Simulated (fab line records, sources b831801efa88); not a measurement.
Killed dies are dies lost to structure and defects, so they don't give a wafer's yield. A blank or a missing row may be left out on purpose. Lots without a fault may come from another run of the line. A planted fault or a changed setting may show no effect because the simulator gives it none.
A struck lot beside a sound one | flow sky130 | 15 steps out of a route of 708
Sound: wafers L193.1, L193.3, L193.4. Struck: wafers L204.2, L204.3, L204.6. The cause comes at the end.
At each step with rows: each side's tool, then ch and its chambers, then its first start. Under that, the readings that differ: sound wafers | struck wafers | difference of the means | sigmas: that difference in standard deviations of wafers without a fault.
alike: readings whose means differ by less than 2 such deviations, and words and numbers that are the same on both sides. not compared: withheld readings, readings that some wafer has no value for, bounds like >300 that may hide the same value, and numbers for which the record gives no deviation and whose values overlap.
The two part at a step that has a row with sigmas, a row that says differs or no value, or rows on one side only. Numbers that don't overlap but have no deviation are shown without sigmas and don't part them. A reading that every wafer of one side lacks parts them only if that side has two wafers or more.

first, 8 steps without rows for these wafers: SKY_FIELD_ISO_DEHYDRATE_05 (time 60 s); SKY_FIELD_ISO_HMDS_06 (prime time 60 s); SKY_FIELD_ISO_COAT_07 (resist thk 60 nm); SKY_FIELD_ISO_COAT_08 (resist thk 450 nm); SKY_FIELD_ISO_SOFTBAKE_09 (time 90 s); SKY_FIELD_ISO_EXPOSE_10 (exposes mask FOM, target cd 150 nm); SKY_FIELD_ISO_PEB_11; SKY_FIELD_ISO_DEVELOP_12 (develop time 60 s).
SKY_FIELD_ISO_CD_MEAS_13: target cd 150 nm.
  sound on cd_sem-02, day 3 22:17; struck on cd_sem-02, day 6 09:53
  alike: cd_nm
SKY_FIELD_ISO_ETCH_14: etches BARC in N2/H2, stops on SiO2, time 45.9 s, target depth 60 nm.
  sound on rie_diel-03 ch 0,1,2, day 3 22:24; struck on rie_diel-03 ch 0,1,2, day 6 09:59
  alike: drypump_motor_current_A, oes_product_au, rf_fwd_power_W, throttle_valve_pct
  not compared: rf_hours_counter_h
SKY_FIELD_ISO_ETCH_15: etches the open film in CHF3/O2, stops on Si, target depth 180 nm, time 72 s.
  sound on rie_diel-03 ch 0,1,2, day 3 22:26; struck on rie_diel-03 ch 0,1,2, day 6 10:02
  alike: drypump_motor_current_A, oes_product_au, rf_fwd_power_W, throttle_valve_pct
  not compared: rf_hours_counter_h
SKY_FIELD_ISO_STRIP_16: strips in O2/N2.
  sound on plasma_asher-04 ch 0,1, day 3 22:29; struck on plasma_asher-03 ch 0,1, day 6 10:05
  alike: drypump_motor_current_A, oes_product_au, strip_time_to_endpoint_s
  not compared: rf_hours_counter_h
SKY_FIELD_ISO_ETCH_17: etches Si in HBr/Cl2/O2, target depth 342 nm, time 97.7 s.
  sound on rie_si-02 ch 1,2,3, day 3 22:35; struck on rie_si-02 ch 0,1,3, day 6 10:11
  reading                                     | sound                | struck               | difference | sigmas
  oes_product_au (a.u.)                       | 0.999 1.020 1.004    | 0.900 0.910 0.901    | -0.104     | -9
  throttle_valve_pct (%)                      | 25.664 25.652 25.651 | 25.712 25.721 25.733 | +0.066     | +7
  model.FIELD_ISO.feature_depth_nm (nm)       | 340.7 350.2 342.8    | 289.8 293.7 284.7    | -55.2      |
  model.etch.depth_nm (nm)                    | 340.7 350.2 342.8    | 289.8 293.7 284.7    | -55.2      |
  model.Si3N4_of_FIELD_ISO_CVD_03.thk_nm (nm) | 148.6 149.2 148.1    | 151.8 151.6 151      | +2.8       |
  alike: drypump_motor_current_A, rf_fwd_power_W
  not compared: rf_hours_counter_h
then, 1 step without rows for these wafers: SKY_FIELD_ISO_WET_ETCH_18 (etches Si3N4 in H3PO4, target depth 25 nm, time 281.1 s).
-- the record jumps here: 44 days lie between the struck wafers' starts before and after (it left off in module FIELD_ISO and takes up again in module PAD_OPEN, whose first step shown is number 708 of the route) --
SKY_PAD_OPEN_PROBE_99:
  sound on prober-02, day 48 01:32; struck on prober-01, day 50 10:19
  reading                                 | sound                         | struck                        | difference | sigmas
  model.etest.res_p_drift_20v.line_ohm_um | 1.041e+04 1.123e+04 1.054e+04 | 9312 9508 9137                | -1408      |
  model.etest.res_p_drift_20v.rs_ohm_sq   | 8741 9372 8779                | 7700 7848 7578                | -1255      |
  model.etest.pfet_16v.r_on_ohm_um        | 1.533e+04 1.609e+04 1.526e+04 | 1.374e+04 1.398e+04 1.371e+04 | -1.750e+03 |
  model.etest.res_iso_pwell.rs_ohm_sq     | 3393 3793 3437                | 2204 2218 2147                | -1351      |
  model.etest.res_iso_pwell.line_ohm_um   | 1274 1439 1294                | 814.7 829.2 807.8             | -518.4     |
  model.etest.res_nwell.line_ohm_um       | 1095 1109 1070                | 1026 1021 1009                | -73        |
  model.etest.res_nwell.rs_ohm_sq         | 921.1 963.5 924.4             | 843 847.9 826.5               | -97        |
  model.etest.pfet_16v.drive_ua_um        | 247.2 235.4 245.6             | 258.3 257.6 258.7             | +15.5      |
  alike: killed_at_M0_to_M3, killed_at_M4_up, killed_at_contacts, killed_at_front_end, killed_at_other, killed_dies, killed_open, killed_short

WHERE THEY PART
Only at SKY_FIELD_ISO_ETCH_17, within this record. Later steps at which nothing parts them and some readings are alike: SKY_PAD_OPEN_PROBE_99.

WHY: what the simulator had put in
Process parameter drift: rie_si-02, from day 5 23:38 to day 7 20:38, at SKY_FIELD_ISO_ETCH_17. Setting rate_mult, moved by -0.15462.
